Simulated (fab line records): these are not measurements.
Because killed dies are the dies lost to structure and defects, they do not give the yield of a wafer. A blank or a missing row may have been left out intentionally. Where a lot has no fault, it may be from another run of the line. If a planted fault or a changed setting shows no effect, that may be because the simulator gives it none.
What tool caused it?	flow gf180mcu	Sampling: 24 lots, 72 wafers, 6 of 602 route steps

WHAT THE GAUGES READ, wafer by wafer
GF_V3_OVL_MEAS_15.
lot	measured	on	V3_OVL (nm)
L074	day 22 10:31	overlay-02	-7 -5 -1
L075	day 22 20:18	overlay-02	3 -8 -7
L076	day 23 09:44	overlay-02	-7 -7 -15
L077	day 23 18:09	overlay-01	-5 -7 -12
L079	day 24 05:08	overlay-01	-5 -5 -8
L078	day 24 08:58	overlay-01	-1 3 -1
L080	day 24 19:30	overlay-01	-11 -16 -9
L081	day 24 22:41	overlay-01	1 -1 2
L082	day 25 03:41	overlay-02	-8 -9 -2
L083	day 25 12:30	overlay-02	-4 -5 -6
L084	day 26 00:55	overlay-02	2 6 0
L085	day 26 09:31	overlay-01	-8 -17 -9
L086	day 26 12:25	overlay-01	-10 -6 -14
L087	day 26 23:22	overlay-02	5 -3 -2
L088	day 27 06:21	overlay-01	-1 -11 -6
L089	day 27 10:51	overlay-02	-10 -13 -15
L090	day 27 17:39	overlay-02	-7 -5 -5
L091	day 28 06:31	overlay-02	-5 -14 -3
L092	day 28 10:06	overlay-01	-9 -7 -9
L093	day 28 16:57	overlay-02	-11 -14 -11
L094	day 28 23:22	overlay-01	-14 -18 -16
L095	day 29 05:45	overlay-01	-11 -15 -9
L096	day 29 17:44	overlay-01	-2 5 0
L097	day 29 21:51	overlay-02	-11 -2 -6

GF_V4_BOW_MEAS_05.
lot	measured	on	V4_BOW (um)
L074	day 23 12:16	film metro-01	149 136 132
L075	day 23 20:44	film metro-03	136 127 138
L076	day 24 10:50	film metro-01	132 131 125
L077	day 24 19:28	film metro-04	141 143 120
L079	day 25 06:20	film metro-04	143 127 152
L078	day 25 09:08	film metro-03	140 143 137
L080	day 25 19:44	film metro-04	120 138 134
L081	day 25 22:52	film metro-03	124 114 123
L082	day 26 04:18	film metro-04	117 123 122
L083	day 26 12:16	film metro-03	120 108 120
L084	day 27 01:07	film metro-03	113 134 135
L085	day 27 08:28	film metro-01	123 141 134
L086	day 27 11:47	film metro-03	117 127 133
L087	day 27 21:41	film metro-01	127 126 133
L088	day 28 05:22	film metro-03	116 127 133
L089	day 28 09:26	film metro-03	131 132 128
L090	day 28 16:27	film metro-01	133 128 124
L091	day 29 04:50	film metro-04	132 123 129
L092	day 29 08:26	film metro-04	142 142 135
L093	day 29 15:19	film metro-03	133 146 139
L094	day 29 21:08	film metro-04	134 138 141
L095	day 30 03:31	film metro-03	138 132 128
L096	day 30 15:29	film metro-04	130 120 131
L097	day 30 19:21	film metro-01	141 129 136

GF_M5_CD_MEAS_07: target cd 280 nm.
lot	measured	on	cd nm (nm)
L074	day 26 09:04	cd sem-02	281.8 281.8 282.0
L075	day 26 16:20	cd sem-02	280.0 280.6 280.8
L076	day 27 04:17	cd sem-02	280.6 279.6 279.9
L077	day 27 11:55	cd sem-01	278.8 280.5 279.6
L079	day 27 21:56	cd sem-01	280.2 279.6 281.0
L078	day 28 03:03	cd sem-01	278.3 277.2 277.2
L080	day 28 11:20	cd sem-01	277.5 277.3 277.4
L081	day 28 14:17	cd sem-02	281.0 281.1 280.6
L082	day 28 19:34	cd sem-02	279.4 277.8 278.9
L083	day 29 02:45	cd sem-02	282.6 282.5 282.3
L084	day 29 13:34	cd sem-02	279.3 277.0 277.3
L085	day 29 21:05	cd sem-01	279.3 279.2 280.3
L086	day 29 23:38	cd sem-02	277.0 277.3 277.2
L087	day 30 08:47	cd sem-02	278.7 278.3 277.5
L088	day 30 16:58	cd sem-01	280.4 280.0 281.3
L089	day 30 20:11	cd sem-01	280.4 281.0 280.0
L090	day 31 02:59	cd sem-02	279.0 280.0 278.9
L091	day 31 13:51	cd sem-02	277.8 278.6 278.5
L092	day 31 17:05	cd sem-02	279.4 279.3 279.5
L093	day 31 23:57	cd sem-02	281.0 280.7 279.9
L094	day 32 04:40	cd sem-02	281.2 280.0 279.3
L095	day 32 10:17	cd sem-01	278.9 280.0 279.3
L096	day 32 22:37	cd sem-01	279.9 279.7 280.5
L097	day 33 01:11	cd sem-02	280.1 281.5 279.5

GF_PASSIVATION_THK_MEAS_03.
lot	measured	on	PASSIVATION_CVD_02_THK (nm)
L074	day 28 05:38	film metro-03	683 703 697
L075	day 28 13:38	film metro-03	700 695 709
L076	day 29 00:04	film metro-01	682 687 701
L077	day 29 07:13	film metro-03	686 697 708
L079	day 29 17:34	film metro-04	707 698 709
L078	day 29 21:41	film metro-03	695 702 704
L080	day 30 06:25	film metro-03	700 689 704
L081	day 30 07:53	film metro-03	679 696 694
L082	day 30 14:08	film metro-03	699 704 707
L083	day 30 19:47	film metro-01	699 705 713
L084	day 31 06:25	film metro-04	689 709 706
L085	day 31 13:49	film metro-01	715 706 709
L086	day 31 15:56	film metro-03	698 705 714
L087	day 32 00:35	film metro-03	702 698 710
L088	day 32 08:05	film metro-03	687 703 689
L089	day 32 10:33	film metro-01	695 703 711
L090	day 32 19:41	film metro-01	687 708 703
L091	day 33 03:33	film metro-04	700 709 722
L092	day 33 07:19	film metro-01	712 711 706
L093	day 33 12:12	film metro-03	711 693 714
L094	day 33 17:41	film metro-01	720 714 711
L095	day 33 22:53	film metro-04	691 698 710
L096	day 34 10:02	film metro-04	707 705 714
L097	day 34 13:17	film metro-01	703 697 718

TOOL THAT RAN EACH LOT (tool first, then ch and the chambers of the sampled wafers, then the start)
lot	GF_V3_SPUTTER_21	GF_V4_ETCH_17
L074	pvd sputter-01, day 22 11:13	rie diel-04 ch 1,2,3, day 26 09:04 or earlier
L075	pvd sputter-03, day 22 21:00	rie diel-03 ch 0,1,3, day 26 16:20 or earlier
L076	pvd sputter-02, day 23 10:32	rie diel-03 ch 1,2,3, day 27 04:17 or earlier
L077	pvd sputter-03, day 23 18:51	rie diel-03 ch 1,2, day 27 11:55 or earlier
L079	pvd sputter-02, day 24 05:53	rie diel-01 ch 0,1,2, day 27 21:56 or earlier
L078	pvd sputter-01, day 24 09:41	rie diel-01 ch 2,3, day 28 03:03 or earlier
L080	pvd sputter-02, day 24 20:14	rie diel-03 ch 0,1,2, day 28 11:20 or earlier
L081	pvd sputter-03, day 24 23:23	rie diel-04 ch 0,1,2, day 28 14:17 or earlier
L082	pvd sputter-02, day 25 04:29	rie diel-01 ch 0,1,2, day 28 19:34 or earlier
L083	pvd sputter-02, day 25 13:11	rie diel-03 ch 0,1,3, day 29 02:45 or earlier
L084	pvd sputter-01, day 26 01:36	rie diel-01 ch 0,2,3, day 29 13:34 or earlier
L085	pvd sputter-02, day 26 10:14	rie diel-04 ch 0,2,3, day 29 21:05 or earlier
L086	pvd sputter-02, day 26 13:08	rie diel-01 ch 0,1,3, day 29 23:38 or earlier
L087	pvd sputter-01, day 27 00:05	rie diel-01 ch 0,3, day 30 08:47 or earlier
L088	pvd sputter-01, day 27 07:05	rie diel-03 ch 1,3, day 30 16:58 or earlier
L089	pvd sputter-03, day 27 11:32	rie diel-04 ch 0,1,2, day 30 20:11 or earlier
L090	pvd sputter-02, day 27 18:20	rie diel-01 ch 0,1,2, day 31 02:59 or earlier
L091	pvd sputter-02, day 28 07:16	rie diel-04 ch 1,2,3, day 31 13:51 or earlier
L092	pvd sputter-03, day 28 10:50	rie diel-03 ch 0,3, day 31 17:05 or earlier
L093	pvd sputter-03, day 28 17:39	rie diel-04 ch 2,3, day 31 23:57 or earlier
L094	pvd sputter-03, day 29 00:02	rie diel-03 ch 2,3, day 32 04:40 or earlier
L095	pvd sputter-01, day 29 06:26	rie diel-03 ch 0,1, day 32 10:17 or earlier
L096	pvd sputter-01, day 29 18:29	rie diel-04 ch 1,2, day 32 22:37 or earlier
L097	pvd sputter-03, day 29 22:35	rie diel-01 ch 0,2,3, day 33 01:11 or earlier
- GF_V3_SPUTTER_21: material Ti, target thk 15 nm, time 80.02 s.
- GF_V4_ETCH_17: etches SiO2 in C4F8/O2/Ar, stops on TiN, target depth 630 nm.

AS READ BY THE TOOLS THEMSELVES (means over the sampled wafers that have a number; for cases with no such wafer, the mark the record gives instead)
GF_V3_SPUTTER_21.
lot	tool	chamber pressure pa (Pa)	substrate temp c (C)	throttle valve pct (%)
L074	pvd sputter-01	5.001	199.98	29.8
L075	pvd sputter-03	4.993	200.12	30.7
L076	pvd sputter-02	5.007	199.99	30.2
L077	pvd sputter-03	4.998	199.98	30.2
L079	pvd sputter-02	5.000	200.17	29.9
L078	pvd sputter-01	5.003	200.05	29.7
L080	pvd sputter-02	5.011	199.91	29.1
L081	pvd sputter-03	5.010	200.01	30.6
L082	pvd sputter-02	4.998	199.91	30.4
L083	pvd sputter-02	4.995	200.12	28.9
L084	pvd sputter-01	5.014	199.89	29.0
L085	pvd sputter-02	5.002	199.92	29.5
L086	pvd sputter-02	5.005	199.88	30.3
L087	pvd sputter-01	5.004	200.16	29.6
L088	pvd sputter-01	4.989	200.03	28.9
L089	pvd sputter-03	4.998	200.01	30.7
L090	pvd sputter-02	4.996	200.04	30.9
L091	pvd sputter-02	4.993	199.91	30.9
L092	pvd sputter-03	4.994	199.98	30.4
L093	pvd sputter-03	5.004	199.93	30.5
L094	pvd sputter-03	4.992	200.09	30.0
L095	pvd sputter-01	5.002	199.76	29.9
L096	pvd sputter-01	4.991	200.03	29.6
L097	pvd sputter-03	5.006	200.04	30.2

GF_V4_ETCH_17.
lot	tool	oes product au (a.u.)	rf fwd power W (W)
L074	rie diel-04	0.860	1494
L075	rie diel-03	0.853	1493
L076	rie diel-03	0.854	1491
L077	rie diel-03	0.850	1496
L079	rie diel-01	0.855	1491
L078	rie diel-01	0.855	1494
L080	rie diel-03	0.856	1493
L081	rie diel-04	0.853	1493
L082	rie diel-01	0.862	1490
L083	rie diel-03	0.857	1494
L084	rie diel-01	0.858	1492
L085	rie diel-04	0.856	1492
L086	rie diel-01	0.855	1490
L087	rie diel-01	0.852	1489
L088	rie diel-03	0.858	1493
L089	rie diel-04	0.856	1498
L090	rie diel-01	0.856	1495
L091	rie diel-04	0.856	1493
L092	rie diel-03	0.857	1493
L093	rie diel-04	0.858	1491
L094	rie diel-03	0.850	1493
L095	rie diel-03	0.857	1498
L096	rie diel-04	0.854	1498
L097	rie diel-01	0.859	1494

THE ANSWER, worked out from the rows above alone
Rule: the usual values come from the lots themselves. The widest of any qualifying gaps counts: lots, ordered by their means at a reading, are off when they make up no more than a third of the lots, leave a main group of 4 or more, and stand apart from it by 3 or more times the standard deviation of that group's means. The tables above print the reading to a certain number of digits; a main group whose means all agree to those digits is not used. Also off: a lot with no number at a reading for which 4 or more lots have one. Where the step has rows for the other lots, those lots are counted as sound. The gauges are gone through in route order, then the tools' own readings, and for those a lot's mean is taken as printed above. The first step at which some lot is off is used, and at that step the reading that is off furthest; a lot without a number counts as furthest.
Across all readings shown, no lot is off: no conclusion can be drawn from this.

WHAT THE SIMULATOR HAD INSERTED
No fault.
